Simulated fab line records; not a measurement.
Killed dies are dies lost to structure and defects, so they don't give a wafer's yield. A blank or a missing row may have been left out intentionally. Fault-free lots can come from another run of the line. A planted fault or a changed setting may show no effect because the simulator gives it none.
Which of the tools did it?	flow sky130	36 wafers from 12 lots sampled at 2 of the route's 708 steps

WHAT THE GAUGES READ, wafer by wafer
SKY_LOCAL_INTERCONNECT_OVL_MEAS_12.
lot	measured	on	LOCAL_INTERCONNECT_OVL (nm)
L075	day 30 16:26	overlay-01	5 -3 3
L077	day 32 03:59	overlay-02	6 1 -2
L080	day 32 07:04	overlay-02	14 8 10
L081	day 32 12:32	overlay-01	-6 -5 -6
L083	day 33 08:26	overlay-01	10 12 12
L084	day 33 21:32	overlay-02	7 7 8
L089	day 35 18:35	overlay-02	5 6 5
L088	day 35 19:50	overlay-02	6 7 1
L092	day 36 04:38	overlay-02	-11 -8 -2
L093	day 36 07:13	overlay-02	1 0 4
L095	day 37 02:41	overlay-02	11 5 16
L097	day 37 12:25	overlay-02	5 2 -3

WHAT TOOL EACH LOT RAN ON (gives the tool, then ch and the chambers of the sampled wafers, and finally the start)
lot	SKY_POLY_CUT_STRIP_12
L075	plasmaAsher-02 ch 1, day 24 14:44
L077	plasmaAsher-02 ch 0, day 26 04:20
L080	plasmaAsher-02 ch 0,1, day 26 05:30
L081	plasmaAsher-03 ch 0,1, day 26 15:21
L083	plasmaAsher-03 ch 0,1, day 27 10:19
L084	plasmaAsher-01 ch 0,1, day 28 00:14
L089	plasmaAsher-02 ch 0,1, day 29 21:38
L088	plasmaAsher-03 ch 0,1, day 30 00:50
L092	plasmaAsher-01 ch 0,1, day 30 04:19
L093	plasmaAsher-02 ch 0,1, day 30 12:22
L095	plasmaAsher-03 ch 1, day 31 08:26
L097	plasmaAsher-02 ch 0,1, day 31 19:36
- SKY_POLY_CUT_STRIP_12: strips in O2/N2.

THE ANSWER, worked out from the rows above alone
Rule: the lots themselves supply what counts as usual. Put in order of their means at a reading, lots are off if they are a third of the lots or fewer, leave a main group of 4 or more, and stand apart from it by a gap of 3 or more times the standard deviation of the main group's means; of several such gaps the widest counts. The tables above print the reading to a certain number of digits; a main group whose means all agree to those digits is not used. Also off: a lot with no number at a reading for which 4 or more lots have one. Where the step has rows for the other lots, those lots are counted as sound.
None of the lots is off at any reading shown; this tells nothing.

WHAT THE SIMULATOR HAD INSERTED
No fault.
